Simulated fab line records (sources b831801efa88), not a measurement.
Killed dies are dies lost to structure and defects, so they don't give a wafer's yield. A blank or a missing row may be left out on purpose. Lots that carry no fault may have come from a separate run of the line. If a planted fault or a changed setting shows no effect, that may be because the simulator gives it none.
Comparing a struck lot with a sound one :: flow sfq_line :: 17 steps out of a route of 325
Sound: wafers L780.2, L780.4, L780.6. Struck: wafer L785.1 (left out: L785.2, L785.5 of the same lot, which were not struck); the cause appears at the end.
Order at every step that has rows: each side's tool, ch and its chambers, its first start. Under that, the readings that differ: sound wafers :: struck wafers :: difference of the means :: sigmas: that difference in standard deviations of wafers without a fault.
alike: words and numbers the same on both sides, and readings whose means are apart by under 2 such deviations; not compared: readings that were withheld, readings missing a value for some wafer, numbers with overlapping values and no deviation given by the record, and bounds like >300 which may hide the same value.
Wherever a step has rows on one side only, a row that says differs or no value, or a row with sigmas, the two part there. Numbers that don't overlap but have no deviation are shown without sigmas and don't part them. A reading that every wafer of one side lacks parts them only if that side has two wafers or more.

SFQ_TRILAYER_I3_VIA_BARC_OPEN_VIA_ETCH_121: etches BARC in O2, target depth 125 nm, time 41.7 s.
  sound on rie_diel-01 ch 2,3, day 40 16:34; struck on rie_diel-01 ch 2, day 42 06:57
  alike: drypump_motor_current_A, oes_product_au
  not compared: rf_hours_counter_h
SFQ_TRILAYER_I3_VIA_ETCH_VIA_ETCH_088: etches SiO2 in CHF3, stops on Nb, target depth 260 nm.
  sound on rie_diel-01 ch 2,3, day 40 16:37; struck on rie_diel-01 ch 2, day 42 06:59
  alike: drypump_motor_current_A, oes_product_au
SFQ_TRILAYER_I3_VIA_STRIP_STRIP_089: strips in O2.
  sound on rie_metal-01 ch 0,1, day 40 16:43; struck on rie_metal-04 ch 1, day 42 07:06
  alike: drypump_motor_current_A, oes_product_au, platen_temp_c
  not compared: rf_hours_counter_h
then, 2 steps without rows for these wafers: SFQ_TRILAYER_I3_VIA_STRIP_SOLV_CLEAN_090 (cleans in NMP, time 600 s); SFQ_TRILAYER_M4_DEP_PRE_CLEAN_092 (time 22.5 s).
SFQ_TRILAYER_M4_DEP_SPUTTER_091: material Nb, target thk 200 nm, time 133.3 s.
  sound: pvd_sputter-03 at day 40 17:32; struck: pvd_sputter-06 at day 42 08:31
  alike: throttle_valve_pct
SFQ_M4_RS_MEAS_924: measures by four-point-probe.
  sound: film_metro-01 at day 40 17:38; struck: film_metro-02 at day 42 08:36
reading: M4_NB_RS (ohm/sq)
sound: 0.891 0.882 0.897
struck: 0.906
difference: +0.016
sigmas: +2
then, 4 steps without rows for these wafers: SFQ_TRILAYER_M4_LITHO_COAT_098 (resist thk 62 nm); SFQ_TRILAYER_M4_LITHO_COAT_093 (resist thk 600 nm); SFQ_TRILAYER_M4_LITHO_SOFTBAKE_097; SFQ_TRILAYER_M4_LITHO_EXPOSE_094 (exposes mask M4, target cd 500 nm).
-- the record jumps here: 6 days lie between the struck wafers' starts before and after --
SFQ_TRILAYER_M4_LITHO_PEB_096: peb time 60 s.
  sound on litho_track-04 ch 0, day 46 22:13; struck on litho_track-04 ch 0, day 48 06:44
reading: heater_power_total_W (W)
sound: 79.21 79.15 79.10
struck: 86.09
difference: +6.94
sigmas: +94
then, 1 step without rows for these wafers: SFQ_TRILAYER_M4_LITHO_DEVELOP_095 (time 60 s).
SFQ_M4_OVL_MEAS_926:
  sound: overlay-02 at day 46 22:29; struck: overlay-02 at day 48 07:02
  alike: M4_OVL
SFQ_TRILAYER_M4_BARC_OPEN_METAL_ETCH_123: etches BARC in O2, target depth 125 nm, time 41.7 s.
  sound on rie_metal-03 ch 0,1, day 46 22:31; struck on rie_metal-04 ch 0, day 48 07:04
reading: model.M4.cd_nm (nm)
sound: 501.9 500.2 501.8
struck: 540
difference: +39
sigmas: 
  alike: drypump_motor_current_A, oes_product_au
  not compared: rf_hours_counter_h
SFQ_TRILAYER_M4_ETCH_METAL_ETCH_096: etches Nb in Cl2/Ar, stops on SiO2, target depth 240 nm, time 120 s.
  sound on rie_metal-03 ch 0,1, day 46 22:35; struck on rie_metal-04 ch 0, day 48 07:08
reading: model.M4.cd_nm (nm)
sound: 502.2 500.1 502.7
struck: 538.6
difference: +36.9
sigmas: 
  alike: drypump_motor_current_A, oes_product_au
  not compared: rf_hours_counter_h
SFQ_TRILAYER_M4_STRIP_STRIP_097: strips in O2.
  sound on rie_metal-03 ch 0,1, day 46 22:42; struck on rie_metal-04 ch 0, day 48 07:15
  alike: drypump_motor_current_A, oes_product_au, platen_temp_c
  not compared: rf_hours_counter_h

== WHERE THEY PART ==
At SFQ_M4_RS_MEAS_924 first; at SFQ_TRILAYER_M4_LITHO_PEB_096 last (within this record only). Later steps at which nothing parts them and some readings are alike: SFQ_M4_OVL_MEAS_926, SFQ_TRILAYER_M4_BARC_OPEN_METAL_ETCH_123, SFQ_TRILAYER_M4_ETCH_METAL_ETCH_096, SFQ_TRILAYER_M4_STRIP_STRIP_097.

WHY: what had been put in by the simulator
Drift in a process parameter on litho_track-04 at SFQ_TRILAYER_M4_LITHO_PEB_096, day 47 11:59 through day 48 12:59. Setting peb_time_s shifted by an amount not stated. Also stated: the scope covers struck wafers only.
